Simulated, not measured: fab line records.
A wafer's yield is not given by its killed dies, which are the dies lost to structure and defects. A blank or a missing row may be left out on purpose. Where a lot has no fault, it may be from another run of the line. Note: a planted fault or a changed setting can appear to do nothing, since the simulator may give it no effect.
Problem report in the 8D (eight disciplines) form, filled by code ; flow sky130 ; the parts of the form that need people (team, actions taken, sign-off) are left out

## 1. PROBLEM STATEMENT
Wafers without a fault read 24, standard deviation 5; killed at contacts at SKY_PAD_OPEN_PROBE_99 reads a mean of 56 on 2 wafers belonging to 2 lots. Relative to the usual mean, that is a shift of +6.3 standard deviations.
Earliest sighting: wafer L912.1 on prober-02 at day 46 18:41. At this step, 12 wafers from 4 lots have a number in the record. Rule for "out", or "out of limits": more than 4 standard deviations from the usual mean. All remaining wafers that have a number are taken as sound.

## 2. WHAT IT IS; WHAT IT IS NOT
question;is;is not
which readings at this step;killed at contacts;killed at other, killed open, killed short
which lots;L912, L914;L924, L927
which wafers of those lots;L912.1, L914.2;L912.2, L912.4, L914.4, L914.6
read on which tools;prober-02;-
when;from day 46 18:41;"up to then (0 sound wafers); but 10 sound wafers of L912, L914, L924, L927 came after"

## 3. WHAT RULES OUT EACH SUSPECT
Counting: if a tool at a process step up to the reading ran every lot that is out, it stays a suspect. Sound lots after the first of them don't rule it out here, since some wafers of a struck lot are sound.
- plasma asher-04 at SKY_LI_CONTACT_STRIP_16 (strips in O2/N2): kept. It ran every lot that is out, first L912 (day 30 09:00).
- pvd sputter-01 at SKY_LI_CONTACT_SPUTTER_19 (material Ti, target thk 20 nm, time 106.37 s): kept. It ran every lot that is out, first L912 (day 30 09:19).
- pecvd-04 at SKY_CONTACT_CVD_00 (deposits Si3N4, target thk 75 nm): kept. It ran every lot that is out, first L912 (day 31 15:44).
- prober-02 at SKY_PAD_OPEN_PROBE_99: kept. It ran every lot that is out, first L912 (day 46 18:41). On those wafers its own readings are out: killed at contacts.
Left after counting: plasma asher-04 at SKY_LI_CONTACT_STRIP_16, pvd sputter-01 at SKY_LI_CONTACT_SPUTTER_19, pecvd-04 at SKY_CONTACT_CVD_00, prober-02 at SKY_PAD_OPEN_PROBE_99.

## 4. THE CAUSE (what the simulator had put in)
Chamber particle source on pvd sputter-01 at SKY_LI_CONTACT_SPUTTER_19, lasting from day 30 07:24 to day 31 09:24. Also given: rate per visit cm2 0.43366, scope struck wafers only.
Counting left 4 suspects, and this tool is among them.

## 5. THE CHAIN OF EFFECTS, in route order
Rows list readings where the struck wafers' mean (over those with a number) sits beyond 3 standard deviations from the usual. Readings are gone through only where the record gives a usual standard deviation; hours: the median, over the lots, of the time from a lot's start at the first step in this table giving one to that lot's start at this step; sigmas: the change measured in usual standard deviations.
hours;step;reading;usual;on struck wafers;change;sigmas
0;SKY_PAD_OPEN_PROBE_99;killed at contacts;24;56;+32;+6.3
0;SKY_PAD_OPEN_PROBE_99;killed dies;86;126;+40;+4.4
Here are the process steps it includes:
- SKY_PAD_OPEN_PROBE_99

## 6. WHAT WOULD HAVE CAUGHT IT SOONER
In this record no reading fell out of limits until day 46 18:41, 395 hours after the fault had begun at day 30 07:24.
No tool reading at SKY_LI_CONTACT_SPUTTER_19 that has a usual standard deviation in the record was out on any struck wafer, so an alarm limit of 4 standard deviations on those readings would not have fired.
The start of SKY_LI_CONTACT_SPUTTER_19 on pvd sputter-01 came by day 46 18:41 for every one of the lots that are out (2). Tool hold at that time: it would have spared none of them.
